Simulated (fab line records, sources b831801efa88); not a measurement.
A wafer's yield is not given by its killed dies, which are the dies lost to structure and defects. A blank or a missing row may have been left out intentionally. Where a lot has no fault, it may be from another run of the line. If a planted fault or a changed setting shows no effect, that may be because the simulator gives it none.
One fault seen from 2 desks    flow sky130    each desk holds nothing but its own numbers, with what lay behind them at the end

TOOL OWNER'S DESK, rieDiel-02
The tool's own readings at SKY_VIA2_ETCH_14 (etches BARC in N2/H2, stops on SiO2, time 45.9 s, target depth 60 nm): means of the sampled wafers that have a number, for each lot that ran on this tool. Any lot whose mean is over 4 standard deviations away from the usual mean is out of limits and marked OUT; that distance is given in the brackets.
Columns: A = biasW at SKY_VIA2_ETCH_14, usual 99.98 W; B = chamberPressureMTorr at SKY_VIA2_ETCH_14, usual 30.000 mTorr; C = drypumpMotorCurrentA at SKY_VIA2_ETCH_14, usual 5.8 A; D = oesProductAu at SKY_VIA2_ETCH_14, usual 0.856 a.u.; E = throttleValvePct at SKY_VIA2_ETCH_14, usual 13.224 %
lot   first seen here  A       B       C    D      E
L401  day 36 17:31     100.08  29.991  5.6  0.855  13.221
L403  day 37 06:44     99.80   30.000  5.7  0.859  13.235
L406  day 38 17:43     100.39  30.024  5.7  0.855  13.228
L404  day 38 19:24     100.18  29.989  6.0  0.859  13.225
L415  day 41 07:40     99.91   30.005  5.4  0.856  13.223
L418  day 42 02:00     100.21  30.005  6.0  0.856  13.226
This desk's verdict: no lot among the 6 shows anything out of limits.

AT THE METROLOGY DESK
What the gauges read for every lot (on any tool): the sampled wafers with a number, averaged. Any lot whose mean is over 4 standard deviations away from the usual mean is out of limits and marked OUT; that distance is given in the brackets.
Columns: A = FIELD_ISO_CVD_24_THK at SKY_FIELD_ISO_THK_MEAS_25, usual 594 nm; B = SONOS_ONO_OXIDATION_THK at SKY_SONOS_ONO_THK_MEAS_01, usual 2.60 nm
lot   first seen here  A    B
L401  day 2 18:29      600  2.64
L403  day 3 04:32      593  2.52
L404  day 3 13:02      595  2.60
L406  day 3 21:11      592  2.57
L407  day 4 01:07      591  2.60
L409  day 4 12:07      606  2.61
L411  day 4 20:58      602  2.57
L412  day 5 01:58      585  2.54
L414  day 5 14:35      587  2.60
L415  day 5 20:15      597  2.65
L418  day 6 11:44      593  2.62
This desk's verdict: no lot among the 11 shows anything out of limits.

TAKEN TOGETHER
The desk of the tool owner found nothing out of limits.
At the metrology desk, nothing out of limits was observed.

WHAT WAS PUT IN BY THE SIMULATOR
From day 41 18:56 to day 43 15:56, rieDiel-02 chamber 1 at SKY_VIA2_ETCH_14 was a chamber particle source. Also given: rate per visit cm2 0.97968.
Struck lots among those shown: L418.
